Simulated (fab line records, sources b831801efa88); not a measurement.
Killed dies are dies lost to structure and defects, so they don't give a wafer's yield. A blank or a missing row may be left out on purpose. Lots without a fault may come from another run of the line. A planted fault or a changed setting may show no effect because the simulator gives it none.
Chamber matching | flow sfq_line | SFQ_TRILAYER_I7_CMP_CMP_184 on cmp-01: 4 sister chambers
The step polishes SiO2. 8 wafers are shown with their chamber, then 8 later ones without.

WAFERS WITH THEIR CHAMBER
wafer  | chamber | motor_current_A (A) | platen_rpm (rpm)
L431.5 | 1       | 9.4                 | 60.01
L431.6 | 0       | 9.0                 | 60.02
L438.3 | 2       | 9.6                 | 60.02
L438.5 | 1       | 9.4                 | 60.00
L440.4 | 0       | 8.6                 | 60.00
L440.1 | 3       | 10.9                | 60.03
L440.3 | 2       | 9.8                 | 59.97
L443.3 | 3       | 10.6                | 59.95

WAFERS WITHOUT THEIR CHAMBER
wafer  | motor_current_A (A) | platen_rpm (rpm)
L443.4 | 9.5                 | 59.96
L443.6 | 9.6                 | 60.01
L448.2 | 9.9                 | 60.03
L448.4 | 9.1                 | 60.03
L448.5 | 9.8                 | 60.05
L450.1 | 9.1                 | 60.01
L450.3 | 9.5                 | 60.02
L450.5 | 8.7                 | 59.97

WHICH CHAMBER EACH WENT THROUGH
wafer  | from the rows above          | in truth
L443.4 | can't be placed: 1 or 2      | 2
L443.6 | can't be placed: 2 or 1      | 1
L448.2 | can't be placed: 2 or 1      | 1
L448.4 | can't be placed: 0 or 1 or 2 | 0
L448.5 | can't be placed: 2 or 1      | 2
L450.1 | can't be placed: 0 or 1 or 2 | 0
L450.3 | can't be placed: 1 or 2      | 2
L450.5 | 0                            | 0
Placed correctly: 1 of 8. Can't be placed from these rows: 7 (the true chamber is among the candidates in 7). Placed wrongly: 0.
How it was worked out, from the rows above alone: a wafer's distance from a chamber is the root of the sum, over the readings, of the square of ((its reading less the chamber's mean) divided by the reading's scatter). The wafer belongs to the nearest chamber; if the next one is less than 2 further off, it can't be placed. A chamber's mean is the mean of its shown wafers. The scatter: the root of (the sum of the squares of (reading less its chamber's mean) over the shown wafers, divided by (wafers less chambers)).
